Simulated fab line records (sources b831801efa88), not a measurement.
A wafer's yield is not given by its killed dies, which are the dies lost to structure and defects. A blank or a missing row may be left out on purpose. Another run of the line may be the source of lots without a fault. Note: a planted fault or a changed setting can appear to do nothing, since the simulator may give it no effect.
8D (eight disciplines) problem report, filled in by code -- flow sky130 -- the parts of the form that need people (team, actions taken, sign-off) are left out

== 1. PROBLEM STATEMENT ==
Wafers without a fault read 10.000 mTorr with a standard deviation of 0.0081, while chamber pressure mTorr at SKY_METAL3_METAL_ETCH_18 averages 8.000 mTorr across 2 wafers of 1 lot. That is -99 or more standard deviations from the usual mean.
The step: etches the open film in Cl2/BCl3, stops on SiO2, target depth 845 nm, time 183.1 s.
First seen on wafer L315.1, day 40 18:40, on rie metal-03. The record holds 15 wafers of 5 lots with a number at this step. Rule for "out", or "out of limits": more than 4 standard deviations from the usual mean. All remaining wafers that have a number are taken as sound.

== 2. WHAT IT IS, AND WHAT IT ISN'T ==
question,is,is not
which readings at this step,chamber pressure mTorr,"drypump motor current A, oes product au, throttle valve pct"
which lots,L315,"L314, L324, L325, L328"
which wafers of those lots,"L315.1, L315.6",L315.2
read on which tools,rie metal-03,"rie metal-01, rie metal-04"
when,from day 40 18:40,"up to then (4 sound wafers); but 9 sound wafers of L324, L325, L328 came after"

== 3. SUSPECTS, AND WHAT RULES EACH OUT ==
Counting: if a tool at a process step up to the reading ran every lot that is out, it stays a suspect. Sound lots after the first of them don't rule it out here, since some wafers of a struck lot are sound.
- rie metal-01 at SKY_METAL3_DESCUM_15 (chemistry O2, time 8 s): kept. L315, the lot that is out, went through it at day 40 18:32; up to then, the latest sound lot through it was L314 at day 40 04:26.
- rie metal-01 at SKY_METAL3_ETCH_16 (etches BARC in N2/H2, stops on SiO2, time 88.2 s, target depth 60 nm): kept. L315, the lot that is out, went through it at day 40 18:34; up to then, the latest sound lot through it was L314 at day 40 04:29.
- rie diel-02 at SKY_METAL3_ETCH_17 (etches SiO2 in C4F8/O2/Ar, stops on TiN, time 3.9 s, target depth 15 nm): kept. L315, the lot that is out, went through it at day 40 18:40; up to then, the latest sound lot through it was L314 at day 40 04:34.
- rie metal-03 at SKY_METAL3_METAL_ETCH_18 (etches the open film in Cl2/BCl3, stops on SiO2, target depth 845 nm, time 183.1 s): kept. L315, the lot that is out, went through it at day 40 18:40; up to then, the latest sound lot through it was L314 at day 40 04:38. On those wafers its own readings are out: chamber pressure mTorr.
- The sound lot-mates ran in chamber 1 of rie diel-02 at SKY_METAL3_ETCH_17, but the wafers that are out ran in chamber 0.
- The sound lot-mates ran in chamber 1 of rie metal-03 at SKY_METAL3_METAL_ETCH_18, but the wafers that are out ran in chamber 0.
Left after counting: rie metal-01 at SKY_METAL3_DESCUM_15, rie metal-01 at SKY_METAL3_ETCH_16, rie diel-02 at SKY_METAL3_ETCH_17, rie metal-03 at SKY_METAL3_METAL_ETCH_18.

== 4. THE CAUSE (what the simulator had put in) ==
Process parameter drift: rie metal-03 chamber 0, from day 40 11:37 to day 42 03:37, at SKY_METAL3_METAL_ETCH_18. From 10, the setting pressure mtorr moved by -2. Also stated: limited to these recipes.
This tool is one of the 4 suspects left after counting.

== 5. SEQUENCE OF EFFECTS, ordered by route ==
One row per reading whose mean, taken over the struck wafers that have a number, lies over 3 standard deviations from the usual. Only readings for which the record gives a usual standard deviation are gone through. hours: the time from each lot's start at the first step in this table that gives one to its start at this step, as a median over the lots. sigmas: the change in usual standard deviations.
hours,step,reading,usual,on struck wafers,change,sigmas
0,SKY_METAL3_METAL_ETCH_18,chamber pressure mTorr,10.000 mTorr,8.000,-2.000,-99 or more
Here are the process steps it includes:
- SKY_METAL3_METAL_ETCH_18: etches the open film in Cl2/BCl3, stops on SiO2, target depth 845 nm, time 183.1 s.

== 6. WHAT WOULD HAVE CAUGHT IT SOONER ==
The fault began at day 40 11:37; the first out-of-limits reading in this record came at day 40 18:40, 7 hours later.
